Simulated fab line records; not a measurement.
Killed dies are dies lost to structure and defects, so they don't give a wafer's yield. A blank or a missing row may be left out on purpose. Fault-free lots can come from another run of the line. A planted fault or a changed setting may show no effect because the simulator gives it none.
Which tool was responsible?    flow sky130    10 lots, 30 wafers sampled, at 6 steps of a route of 708

## WHAT THE GAUGES SHOWED, per wafer
SKY_CAP2M_RS_MEAS_03: a four-point-probe measurement. Usual: CAP2M_TIN_RS gives 6.89 ohm/sq (standard deviation 0.099).
lot   measured      on            CAP2M_TIN_RS (ohm/sq)  flag
L748  day 40 17:49  filmMetro-01  6.89 6.75 6.90         
L749  day 40 19:16  filmMetro-04  6.94 6.84 6.83         
L753  day 42 05:41  filmMetro-01  6.88 6.81 6.80         
L754  day 42 10:53  filmMetro-03  6.84 6.82 6.82         
L755  day 42 20:52  filmMetro-04  6.93 7.03 6.98         
L756  day 43 00:19  filmMetro-04  6.78 6.80 6.86         
L757  day 43 15:38  filmMetro-04  7.10 6.87 6.88         
L761  day 44 06:30  filmMetro-01  6.99 6.23 7.01         
L759  day 44 13:31  filmMetro-03  6.99 6.21 7.01         
L768  day 46 09:37  filmMetro-01  6.87 6.90 6.92         

SKY_CAP2M_THK_MEAS_04: measures by xrf. Usual: CAP2M_TIN_THK gives 197 nm (standard deviation 3).
lot   measured      on            CAP2M_TIN_THK (nm)  flag
L748  day 40 17:55  filmMetro-01  195 199 195         
L749  day 40 19:23  filmMetro-04  197 201 201         
L753  day 42 05:49  filmMetro-01  196 198 198         
L754  day 42 11:00  filmMetro-03  198 199 199         
L755  day 42 20:59  filmMetro-04  198 196 198         
L756  day 43 00:26  filmMetro-04  201 201 200         
L757  day 43 15:45  filmMetro-04  193 198 199         
L761  day 44 06:37  filmMetro-01  194 215 192         
L759  day 44 13:38  filmMetro-03  194 219 193         
L768  day 46 09:44  filmMetro-01  195 194 195         

SKY_CAP2M_OVL_MEAS_12. Usual: CAP2M_OVL gives 0.2 nm (standard deviation 1.4).
lot   measured      on          CAP2M_OVL (nm)  flag
L748  day 41 16:22  overlay-01  -1.1 -0.7 1.2   
L749  day 41 18:56  overlay-01  1.5 1.9 -0.9    
L753  day 43 04:29  overlay-02  0.3 -2.1 -0.3   
L754  day 43 10:02  overlay-01  0.6 -0.9 1.1    
L755  day 43 19:46  overlay-01  0.9 -0.3 1.5    
L756  day 43 22:10  overlay-01  -1.0 -1.2 -1.6  
L757  day 44 13:08  overlay-02  -1.4 -2.0 -1.2  
L761  day 45 04:41  overlay-02  0.8 0.5 0.8     
L759  day 45 11:44  overlay-02  -1.5 -0.6 -2.5  
L768  day 47 05:41  overlay-01  -1.0 -1.6 -2.1  

## TOOL THAT RAN EACH LOT (tool first, then ch and the chambers of the sampled wafers, then the start)
lot   SKY_VIA3_SPUTTER_20          SKY_CAP2M_CVD_00                 SKY_CAP2M_SPUTTER_02
L748  pvdSputter-01, day 40 16:47  pecvd-04 ch 0,1,2, day 40 17:35  pvdSputter-01, day 40 17:43
L749  pvdSputter-04, day 40 18:16  pecvd-03 ch 0,1,2, day 40 19:05  pvdSputter-01, day 40 19:10
L753  pvdSputter-01, day 42 02:44  pecvd-01 ch 0,1,2, day 42 05:30  pvdSputter-03, day 42 05:35
L754  pvdSputter-02, day 42 09:41  pecvd-01 ch 1,2, day 42 10:40    pvdSputter-03, day 42 10:44
L755  pvdSputter-01, day 42 19:52  pecvd-04 ch 0,2, day 42 20:41    pvdSputter-03, day 42 20:46
L756  pvdSputter-04, day 42 23:17  pecvd-03 ch 0,2, day 43 00:07    pvdSputter-01, day 43 00:11
L757  pvdSputter-01, day 43 14:37  pecvd-01 ch 1,2, day 43 15:26    pvdSputter-01, day 43 15:31
L761  pvdSputter-02, day 44 05:29  pecvd-03 ch 1,2, day 44 06:19    pvdSputter-01, day 44 06:23
L759  pvdSputter-02, day 44 12:17  pecvd-01 ch 0,2, day 44 13:20    pvdSputter-01, day 44 13:25
L768  pvdSputter-02, day 46 08:36  pecvd-03 ch 0,1,2, day 46 09:25  pvdSputter-03, day 46 09:30
- SKY_VIA3_SPUTTER_20: material TiN, target thk 20 nm, time 80 s.
- SKY_CAP2M_CVD_00: deposits SiO2, target thk 15.5 nm.
- SKY_CAP2M_SPUTTER_02: material TiN, target thk 200 nm, time 166.7 s.

## AS READ BY THE TOOLS THEMSELVES (means over the sampled wafers that have a number; for cases with no such wafer, the mark the record gives instead)
SKY_VIA3_SPUTTER_20. Usual: throttleValvePct reads 30.2 % (standard deviation 1.1).
lot   tool           throttleValvePct (%)  flag
L748  pvdSputter-01  30.4                  
L749  pvdSputter-04  30.0                  
L753  pvdSputter-01  30.4                  
L754  pvdSputter-02  29.8                  
L755  pvdSputter-01  30.2                  
L756  pvdSputter-04  30.5                  
L757  pvdSputter-01  30.8                  
L761  pvdSputter-02  29.9                  
L759  pvdSputter-02  30.0                  
L768  pvdSputter-02  30.7                  

SKY_CAP2M_CVD_00. Usual: heaterPowerW 692 W, standard deviation 99; susceptorTempC 400.03 C, standard deviation 0.21.
lot   tool      heaterPowerW (W)  susceptorTempC (C)  flag
L748  pecvd-04  706               400.10              
L749  pecvd-03  652               400.08              
L753  pecvd-01  712               400.03              
L754  pecvd-01  686               400.09              
L755  pecvd-04  682               400.03              
L756  pecvd-03  632               399.90              
L757  pecvd-01  742               400.11              
L761  pecvd-03  640               400.10              
L759  pecvd-01  821               400.01              
L768  pecvd-03  666               399.92              

SKY_CAP2M_SPUTTER_02. Usual: susceptorTempC 299.99 C, standard deviation 0.17; throttleValvePct 30.4 %, standard deviation 0.77.
lot   tool           susceptorTempC (C)  throttleValvePct (%)  flag
L748  pvdSputter-01  300.16              30.5                  
L749  pvdSputter-01  300.02              29.8                  
L753  pvdSputter-03  299.96              30.4                  
L754  pvdSputter-03  299.60              30.6                  
L755  pvdSputter-03  299.88              30.4                  
L756  pvdSputter-01  299.98              30.0                  
L757  pvdSputter-01  300.03              30.4                  
L761  pvdSputter-01  300.04              30.7                  
L759  pvdSputter-01  300.07              30.8                  
L768  pvdSputter-03  300.15              30.6                  

## THE ANSWER, worked out from the rows above alone
Rule: a lot counts as off when the mean over its wafers that have a number is more than 3 standard deviations away from the usual mean. A lot without any number at a reading at which 4 lots or more have one is off too. Where the step has rows for the other lots, those lots are counted as sound. Order of review: gauges by route order, followed by the tools' own readings, for which a lot's mean as printed above is used. At the first step where some lot is off, the reading lying furthest off is the one used; lots without a number count as furthest.
Across all readings shown, no lot is off: no conclusion can be drawn from this.

## WHAT THE SIMULATOR PUT IN
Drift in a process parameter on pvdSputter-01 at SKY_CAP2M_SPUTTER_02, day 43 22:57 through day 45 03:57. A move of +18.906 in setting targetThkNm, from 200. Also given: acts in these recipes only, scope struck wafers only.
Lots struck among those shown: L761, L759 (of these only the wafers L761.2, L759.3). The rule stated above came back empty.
